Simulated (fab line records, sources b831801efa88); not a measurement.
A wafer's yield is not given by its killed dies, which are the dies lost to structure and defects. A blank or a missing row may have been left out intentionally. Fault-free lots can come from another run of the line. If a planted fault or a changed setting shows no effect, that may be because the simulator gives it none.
2 desks looking at one fault | flow gf180mcu | each desk has only its own numbers; what lay behind them comes last

## FROM THE METROLOGY DESK
What the gauges read, lot by lot, whatever tool the lot ran on: means of the sampled wafers that have a number. Marked OUT: a lot whose mean sits more than 4 standard deviations from the usual mean, which makes it out of limits; the brackets give that distance. Only the readings that lie furthest out on some lot appear, 7 of the 9 it has.
Columns: A = cd_nm at GF_M5_CD_MEAS_07, usual 280.6 nm; B = M5_OVL at GF_M5_OVL_MEAS_08, usual -3 nm; C = V5_CVD_00_THK at GF_V5_THK_MEAS_01, usual 301 nm; D = V5_CVD_02_THK at GF_V5_THK_MEAS_03, usual 1452 nm; E = V5_BOW at GF_V5_BOW_MEAS_05, usual 135 um; F = V5_W_RS at GF_V5_RS_MEAS_24, usual 0.327 ohm/sq; G = V5_W_THK at GF_V5_THK_MEAS_25, usual 348 nm
lot  | first seen here | A     | B   | C   | D    | E   | F     | G
L157 | day 27 07:25    | 282.2 | -10 | 303 | 1464 | 142 | 0.331 | 344
L160 | day 28 02:21    | 280.5 | -7  | 302 | 1444 | 130 | 0.330 | 346
L161 | day 28 11:02    | 280.5 | 0   | 295 | 1476 | 150 | 0.327 | 347
L163 | day 29 02:18    | 279.2 | -4  | 299 | 1445 | 144 | 0.320 | 355
L164 | day 29 06:30    | 278.8 | 5   | 295 | 1444 | 125 | 0.328 | 350
L166 | day 29 15:06    | 280.7 | -1  | 304 | 1458 | 146 | 0.328 | 350
Finding of this desk: none of the 6 lots has anything out of limits.

## FOR THE TOOL OWNER'S DESK: pecvd-03
The tool's own readings at GF_V5_CVD_02 (deposits SiO2 from TEOS, target thk 1450 nm, time 163.28 s): means of the sampled wafers that have a number, for each lot that ran on this tool. Marked OUT: a lot whose mean sits more than 4 standard deviations from the usual mean, which makes it out of limits; the brackets give that distance.
Columns: A = heater_power_w at GF_V5_CVD_02, usual 636 W; B = rf_fwd_power_W at GF_V5_CVD_02, usual 597.4 W
lot  | first seen here | A   | B
L157 | day 27 08:22    | 593 | 599.2
L160 | day 28 03:16    | 674 | 598.4
L161 | day 28 11:58    | 603 | 598.3
L163 | day 29 03:20    | 683 | 597.0
L164 | day 29 07:28    | 695 | 597.5
Finding of this desk: none of the 5 lots has anything out of limits.

## BROUGHT TOGETHER
The metrology desk saw nothing out of limits.
The tool owner's desk saw nothing out of limits.

## WHAT THE SIMULATOR PUT IN
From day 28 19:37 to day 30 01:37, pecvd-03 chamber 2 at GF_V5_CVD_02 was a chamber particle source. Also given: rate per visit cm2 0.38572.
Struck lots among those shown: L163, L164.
